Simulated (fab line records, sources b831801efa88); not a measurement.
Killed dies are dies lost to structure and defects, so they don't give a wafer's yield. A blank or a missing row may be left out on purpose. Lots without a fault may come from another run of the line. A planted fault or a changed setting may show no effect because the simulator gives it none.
One fault seen from 2 desks | flow gf180mcu | each desk has only its own numbers; what lay behind them comes last

THE TOOL OWNER'S DESK: rie_si-02
The tool's own readings at GF_POLY_GATE_ETCH_13 (etches poly-Si in HBr/Cl2, stops on SiO2, target depth 198.5 nm, time 69.6 s): means of the sampled wafers that have a number, for each lot that ran on this tool. A lot is out of limits, marked OUT, if its mean lies more than 4 standard deviations from the usual mean; the brackets give that distance.
Columns: A = drypump_motor_current_A at GF_POLY_GATE_ETCH_13, usual 5.5 A; B = oes_product_au at GF_POLY_GATE_ETCH_13, usual 0.989 a.u.; C = run_length_s at GF_POLY_GATE_ETCH_13, usual 97.8 s; D = throttle_valve_pct at GF_POLY_GATE_ETCH_13, usual 33.684 %
lot  | first seen here | A   | B     | C              | D
L860 | day 10 01:53    | 5.5 | 0.999 | 98.0           | 33.681
L861 | day 10 07:19    | 5.8 | 0.996 | 97.9           | 33.676
L862 | day 10 21:52    | 5.4 | 0.996 | 97.8           | 33.683
L864 | day 11 10:16    | 5.7 | 0.983 | 97.6           | 33.683
L866 | day 11 22:07    | 5.9 | 0.999 | 80.7 (-45) OUT | 33.683
L867 | day 12 11:05    | 5.9 | 0.992 | 80.8 (-45) OUT | 33.678
L868 | day 12 15:47    | 5.6 | 1.001 | 81.1 (-44) OUT | 33.678
L877 | day 15 10:35    | 6.1 | 0.989 | 97.5           | 33.684
This desk's finding: out of limits on L866, L867, L868; first on L866, day 11 22:07 (run_length_s at GF_POLY_GATE_ETCH_13). In limits: L860, L861, L862, L864, L877.

THE METROLOGY DESK
What the gauges read, lot by lot, whatever tool the lot ran on: means of the sampled wafers that have a number. A lot is out of limits, marked OUT, if its mean lies more than 4 standard deviations from the usual mean; the brackets give that distance.
Columns: A = SALICIDE_TIN_RS at GF_SALICIDE_RS_MEAS_04, usual 16.4 ohm/sq
lot  | first seen here | A
L860 | day 16 06:11    | 16.0
L861 | day 16 11:54    | 16.4
L862 | day 17 08:38    | 17.1
L863 | day 17 17:52    | 17.0
L864 | day 17 20:18    | 15.8
L865 | day 17 23:11    | 16.0
L866 | day 18 11:56    | 16.0
L867 | day 19 07:38    | 17.0
L868 | day 19 15:56    | 16.5
L874 | day 21 21:35    | 16.7
L877 | day 22 14:44    | 17.1
L878 | day 22 20:08    | 15.8
L879 | day 22 22:53    | 16.6
L880 | day 23 09:44    | 16.3
This desk's finding: nothing out of limits on any of the 14 lots.

PUT TOGETHER
The tool owner's desk could have raised an alarm at day 11 22:07, on L866, L867, L868.
The metrology desk saw nothing out of limits.
The metrology desk has L866, L867, L868 on record, within its limits.
Of the lots named, all ran GF_POLY_GATE_ETCH_13 on rie_si-02.

WHAT THE SIMULATOR HAD PUT IN
Process parameter drift: rie_si-02, from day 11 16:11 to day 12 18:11, at GF_POLY_GATE_ETCH_13. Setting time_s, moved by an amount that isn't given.
Lots struck among those shown: L866, L867, L868.
Hours from the fault's start to each desk's first reading out of limits: the tool owner's desk, 6.
